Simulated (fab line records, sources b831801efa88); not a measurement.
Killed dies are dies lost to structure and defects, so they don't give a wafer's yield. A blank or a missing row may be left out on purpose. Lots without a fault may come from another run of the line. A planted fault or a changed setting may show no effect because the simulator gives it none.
Chamber matching | flow sfq_line | SFQ_TRILAYER_C5_ETCH_VIA_ETCH_154 on rie_diel-01: 4 sister chambers
The step etches SiO2 in CHF3, stops on Nb, target depth 84 nm. 14 wafers are shown with their chamber, then 7 later ones without.

WAFERS WITH THEIR CHAMBER
wafer  | chamber | drypump_motor_current_A (A) | bias_w (W) | oes_product_au (a.u.)
L949.1 | 0       | 5.4                         | 78.11      | 0.884
L949.5 | 1       | 5.9                         | 78.30      | 0.902
L949.6 | 2       | 6.2                         | 77.77      | 0.907
L950.1 | 1       | 5.9                         | 77.92      | 0.882
L950.5 | 1       | 5.9                         | 78.02      | 0.903
L950.6 | 2       | 6.1                         | 78.38      | 0.897
L954.1 | 2       | 6.1                         | 78.10      | 0.888
L954.4 | 0       | 5.4                         | 78.01      | 0.889
L954.6 | 1       | 5.9                         | 78.29      | 0.892
L963.4 | 1       | 6.0                         | 78.37      | 0.877
L963.5 | 2       | 6.1                         | 77.87      | 0.904
L963.6 | 3       | 5.3                         | 78.40      | 0.899
L967.1 | 0       | 5.4                         | 77.61      | 0.888
L967.2 | 3       | 5.3                         | 78.17      | 0.885

SIGNATURES (means of the wafers above)
reading                 | chamber 0 | chamber 1 | chamber 2 | chamber 3 | scatter within a chamber
drypump_motor_current_A | 5.400     | 5.920     | 6.125     | 5.300     | 0.0394
bias_w                  | 77.9100   | 78.1800   | 78.0300   | 78.2850   | 0.233
oes_product_au          | 0.88700   | 0.89120   | 0.89900   | 0.89200   | 0.00932
Rule: a wafer's distance from a chamber is the root of the sum, over the readings, of the square of ((its reading less the chamber's mean) divided by the reading's scatter). The wafer belongs to the nearest chamber; if the next one is less than 2 further off, it can't be placed. The scatter: the root of (the sum of the squares of (reading less its chamber's mean) over the shown wafers, divided by (wafers less chambers)).

WAFERS WITHOUT THEIR CHAMBER
wafer  | drypump_motor_current_A (A) | bias_w (W) | oes_product_au (a.u.)
L967.6 | 5.9                         | 77.69      | 0.906
L969.3 | 5.3                         | 77.80      | 0.889
L969.5 | 5.4                         | 78.03      | 0.901
L969.6 | 6.0                         | 78.20      | 0.896
L972.2 | 6.1                         | 77.94      | 0.892
L972.5 | 5.3                         | 78.06      | 0.905
L972.6 | 5.9                         | 78.23      | 0.906

WHICH CHAMBER EACH WENT THROUGH
wafer  | from the rows above     | in truth
L967.6 | 1                       | 1
L969.3 | can't be placed: 3 or 0 | 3
L969.5 | can't be placed: 0 or 3 | 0
L969.6 | can't be placed: 1 or 2 | 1
L972.2 | 2                       | 2
L972.5 | can't be placed: 3 or 0 | 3
L972.6 | 1                       | 1
Placed correctly: 3 of 7. Can't be placed from these rows: 4 (the true chamber is among the candidates in 4). Placed wrongly: 0.
